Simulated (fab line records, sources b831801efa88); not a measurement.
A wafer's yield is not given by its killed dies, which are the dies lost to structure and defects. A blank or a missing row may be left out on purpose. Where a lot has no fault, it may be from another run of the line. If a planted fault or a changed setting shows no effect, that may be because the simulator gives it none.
Matching of chambers    flow sky130    SKY_VIA2_ETCH_15 on rieDiel-02 has 4 sister chambers
The step etches SiO2 in C4F8/O2/Ar, stops on TiN, target depth 546 nm, time 84 s. 4 wafers are shown with their chamber, then 7 later ones without.

== WAFERS PAIRED WITH THEIR CHAMBERS ==
wafer   chamber  oesProductAu (a.u.)
L084.1  0        0.931
L084.3  1        0.937
L087.1  3        0.944
L087.3  2        0.941

== WAFERS WITHOUT THEIR CHAMBER ==
wafer   oesProductAu (a.u.)
L087.6  0.932
L091.1  0.940
L091.3  0.935
L091.5  0.943
L097.1  0.934
L097.4  0.941
L097.5  0.950

== CHAMBER TAKEN BY EACH ==
wafer   from the rows above           in truth
L087.6  can't be placed: 0 or 1       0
L091.1  can't be placed: 2 or 1 or 3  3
L091.3  can't be placed: 1 or 0 or 2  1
L091.5  can't be placed: 3 or 2 or 1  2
L097.1  can't be placed: 0 or 1 or 2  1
L097.4  can't be placed: 2 or 3 or 1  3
L097.5  can't be placed: 3 or 2       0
Correctly placed: 0 of 7. These rows do not allow placing 7 (true chamber among the candidates in 6). 0 placed wrongly.
How it was worked out, from the rows above alone: a wafer's distance from a chamber is the root of the sum, over the readings, of the square of ((its reading less the chamber's mean) divided by the reading's scatter). The wafer belongs to the nearest chamber; if the next one is less than 2 further off, it can't be placed. A chamber's mean is the mean of its shown wafers. The scatter (one wafer shown for each chamber): square how far every hidden wafer sits from the nearest shown wafer, average those squares and take the square root.
